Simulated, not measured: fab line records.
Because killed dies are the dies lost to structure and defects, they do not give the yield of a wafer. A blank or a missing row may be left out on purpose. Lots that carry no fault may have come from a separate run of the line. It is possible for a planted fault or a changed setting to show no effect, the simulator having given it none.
A lot that was struck, set against a sound lot -- flow sky130 -- 18 out of 708 route steps
Sound: wafers L542.1, L542.5, L542.6. Struck: wafer L555.6. The cause is given at the end.
Per side, at each step with rows, come the tool, then ch with its chambers, and then its first start. Under that, the readings that differ: sound wafers -- struck wafers -- difference of the means -- sigmas: that difference in standard deviations of wafers without a fault.
alike: readings whose means differ by less than 2 such deviations, and words and numbers that are the same on both sides. not compared: withheld readings, readings that some wafer has no value for, bounds like >300 that may hide the same value, and numbers for which the record gives no deviation and whose values overlap.
The two part at a step that has a row with sigmas, a row that says differs or no value, or rows on one side only. Numbers that don't overlap but have no deviation are shown without sigmas and don't part them. A reading that every wafer of one side lacks parts them only if that side has two wafers or more.

first, 4 steps without rows for these wafers: SKY_VT_ADJUST_LVTN_SOFTBAKE_14 (time 60 s); SKY_VT_ADJUST_LVTN_EXPOSE_15 (exposes mask HVN STD DERIVED, target cd 600 nm); SKY_VT_ADJUST_LVTN_PEB_16; SKY_VT_ADJUST_LVTN_DEVELOP_17 (develop time 60 s).
SKY_VT_ADJUST_LVTN_OVL_MEAS_18:
  sound on overlay-02 at day 8 11:20; struck on overlay-02 at day 12 00:43
  alike: VT_ADJUST_LVTN_01_OVL
following that, these wafers have no rows for 1 step: SKY_VT_ADJUST_LVTN_IMPLANT_19.
SKY_VT_ADJUST_LVTN_STRIP_20: strips in O2/N2.
  sound on plasmaAsher-04 ch 0,1, day 8 11:31; struck on plasmaAsher-03 ch 0, day 12 00:56
  alike: drypumpMotorCurrentA, oesProductAu, stripTimeToEndpointS
  not compared: rfHoursCounterH
SKY_VT_ADJUST_LVTN_TW_MEAS_21:
  sound on filmMetro-02 at day 8 11:37; struck on filmMetro-04 at day 12 01:01
  alike: VT_ADJUST_LVTN_2_TW
then, 4 steps without rows for these wafers: SKY_VT_ADJUST_NCORE_DEHYDRATE_00 (time 60 s); SKY_VT_ADJUST_NCORE_HMDS_01 (prime time 60 s); SKY_VT_ADJUST_NCORE_COAT_02 (resist thk 1140 nm); SKY_VT_ADJUST_NCORE_SOFTBAKE_03 (time 60 s).
SKY_VT_ADJUST_NCORE_EXPOSE_04: exposes mask LVTN COMPLEMENT THIN, target cd 380 nm.
  sound on ilineStepper-01 ch 0, day 8 22:36; struck on ilineStepper-01 ch 0, day 12 13:18
  alike: mask, focusOffsetNm
then, 2 steps without rows for these wafers: SKY_VT_ADJUST_NCORE_PEB_05; SKY_VT_ADJUST_NCORE_DEVELOP_06 (develop time 60 s).
SKY_VT_ADJUST_NCORE_CD_MEAS_07: target cd 380 nm.
  sound on cdSem-02 at day 9 09:43; struck on cdSem-01 at day 13 01:44
reading,sound,struck,difference,sigmas
cdNm (nm),381.3 380.4 381.4,359.8,-21.2,-8
  not compared: hold
SKY_VT_ADJUST_NCORE_OVL_MEAS_08:
  sound on overlay-01 at day 9 09:50; struck on overlay-02 at day 13 03:55
reading,sound,struck,difference,sigmas
hold,- - -,awaitDispo/2.1h/release,no value on the sound wafers,
  alike: VT_ADJUST_NCORE_OVL
SKY_PAD_OPEN_PROBE_99:
  the record holds rows for the sound wafers here (prober-01, day 46 22:02) but none for the struck ones

WHERE THEY PART
At SKY_VT_ADJUST_NCORE_CD_MEAS_07 first; at SKY_PAD_OPEN_PROBE_99 last (within this record only).

WHY: whatever the simulator had introduced
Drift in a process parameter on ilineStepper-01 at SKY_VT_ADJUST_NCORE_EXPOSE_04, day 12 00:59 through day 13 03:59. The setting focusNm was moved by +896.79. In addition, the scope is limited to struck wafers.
